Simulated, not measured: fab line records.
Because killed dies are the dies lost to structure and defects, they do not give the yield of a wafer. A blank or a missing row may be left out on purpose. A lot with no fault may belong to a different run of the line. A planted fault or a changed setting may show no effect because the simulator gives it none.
Problem report, 8D (eight disciplines) form, completed by code    flow sky130    the parts of the form that need people (team, actions taken, sign-off) are left out

== 1. THE ISSUE ==
chamberPressurePa at SKY_METAL3_SPUTTER_04 reads a mean of 0.4487 Pa on 1 wafer of 1 lot; wafers without a fault read 0.4000 Pa with a standard deviation of 0.00085. That is +57 standard deviations from the usual mean.
The step: material TiN, target thk 70 nm, time 58.3 s.
Seen first at day 40 05:04 on pvdSputter-01, wafer L518.2. The record holds 33 wafers of 11 lots with a number at this step. Rule for "out", or "out of limits": more than 4 standard deviations from the usual mean. The other wafers with a number count as sound.

== 2. WHAT THIS IS AND IS NOT ==
question                     is                 is not
which readings at this step  chamberPressurePa  cathodeDcPowerW, throttleValvePct
which lots                   L518               L508, L520, L521, L523, L525, L526, L527, L528, L529, L530
which wafers of those lots   L518.2             L518.4, L518.5
read on which tools          pvdSputter-01      pvdSputter-02, pvdSputter-04
when                         from day 40 05:04  up to then (5 sound wafers); but 27 sound wafers of L520, L521, L523, L525, L526, L527, L528, L529, L530 came after

== 3. SUSPECTS, AND WHAT RULES EACH OUT ==
Counting: any tool at a process step up to the reading remains a suspect provided it ran every lot that is out. Sound lots after the first of them don't rule it out here, since some wafers of a struck lot are sound.
- rieMetal-04 at SKY_METAL2_DESCUM_17 (chemistry O2, time 8 s): kept. L518, the lot that is out, went through it at day 39 01:23; up to then, the latest sound lot through it was L508 at day 35 19:25.
- plasmaAsher-02 at SKY_VIA2_STRIP_16 (strips in O2/N2): kept. It ran the lot that is out, L518 (day 40 03:41).
- pvdSputter-01 at SKY_METAL3_SPUTTER_04 (material TiN, target thk 70 nm, time 58.3 s): kept. L518, the lot that is out, went through it at day 40 05:04; up to then, the latest sound lot through it was L508 at day 37 00:05. Out on those wafers are its own readings of chamberPressurePa.
- The sound lot-mates ran in chamber 0 of plasmaAsher-02 at SKY_VIA2_STRIP_16, but the wafers that are out ran in chamber 1.
Still standing after the count: rieMetal-04 at SKY_METAL2_DESCUM_17, plasmaAsher-02 at SKY_VIA2_STRIP_16, pvdSputter-01 at SKY_METAL3_SPUTTER_04.

== 4. THE CAUSE (what the simulator had put in) ==
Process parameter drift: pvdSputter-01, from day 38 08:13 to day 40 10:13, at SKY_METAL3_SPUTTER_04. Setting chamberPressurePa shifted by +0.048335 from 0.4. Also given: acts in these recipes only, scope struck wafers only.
3 suspects survive the count, and this tool is in that group.

== 5. SEQUENCE OF EFFECTS, ordered by route ==
Each row: a reading whose mean over the struck wafers that have a number lies more than 3 standard deviations from the usual. Readings are gone through only where the record gives a usual standard deviation; hours: the median, over the lots, of the time from a lot's start at the first step in this table giving one to that lot's start at this step; sigmas: the change measured in usual standard deviations.
hours  step                   reading            usual      on struck wafers  change   sigmas
0      SKY_METAL3_SPUTTER_04  chamberPressurePa  0.4000 Pa  0.4487            +0.0487  +57
The process steps in it:
- SKY_METAL3_SPUTTER_04: material TiN, target thk 70 nm, time 58.3 s.
Later steps that measure or inspect, where all struck wafers having a row at the step show a number for every such reading and not one has moved that far: SKY_CAPM_RS_MEAS_03.

== 6. WHAT WOULD HAVE CAUGHT IT SOONER ==
In this record no reading fell out of limits until day 40 05:04, 45 hours after the fault had begun at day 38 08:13.
